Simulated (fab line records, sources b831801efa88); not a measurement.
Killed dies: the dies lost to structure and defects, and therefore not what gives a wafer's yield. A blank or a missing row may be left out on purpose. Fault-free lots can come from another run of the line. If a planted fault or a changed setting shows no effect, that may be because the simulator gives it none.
Chamber matching -- flow sky130 -- pecvd-03 running SKY_CAP2M_CVD_00: 3 sister chambers
The step deposits SiO2, target thk 15.5 nm. 3 wafers are shown with their chamber, then 8 later ones without.

== WAFERS WITH THEIR CHAMBER ==
wafer,chamber,heater_power_w (W)
L081.4,1,780
L086.5,0,625
L093.1,2,756

== WAFERS WHOSE CHAMBER IS MISSING ==
wafer,heater_power_w (W)
L093.2,904
L093.5,755
L095.2,746
L095.3,619
L095.5,646
L097.1,703
L097.5,679
L097.6,625

== EACH ONE'S CHAMBER ==
wafer,from the rows above,in truth
L093.2,can't be placed: 1 or 2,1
L093.5,can't be placed: 2 or 1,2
L095.2,can't be placed: 2 or 1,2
L095.3,0,0
L095.5,can't be placed: 0 or 2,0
L097.1,can't be placed: 2 or 1 or 0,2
L097.5,can't be placed: 0 or 2 or 1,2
L097.6,0,0
Placed correctly: 2 of 8. Cannot be placed on the basis of these rows: 6; the candidates contain the true chamber in 6. Number placed wrongly: 0.
How it was worked out, from the rows above alone: a wafer's distance from a chamber is the root of the sum, over the readings, of the square of ((its reading less the chamber's mean) divided by the reading's scatter). If the next closest chamber is less than 2 further off than the closest, the wafer can't be placed; otherwise it belongs to the closest. For every chamber, the mean is computed from those of its wafers that are shown. The scatter (one wafer shown for each chamber): square how far every hidden wafer sits from the nearest shown wafer, average those squares and take the square root.
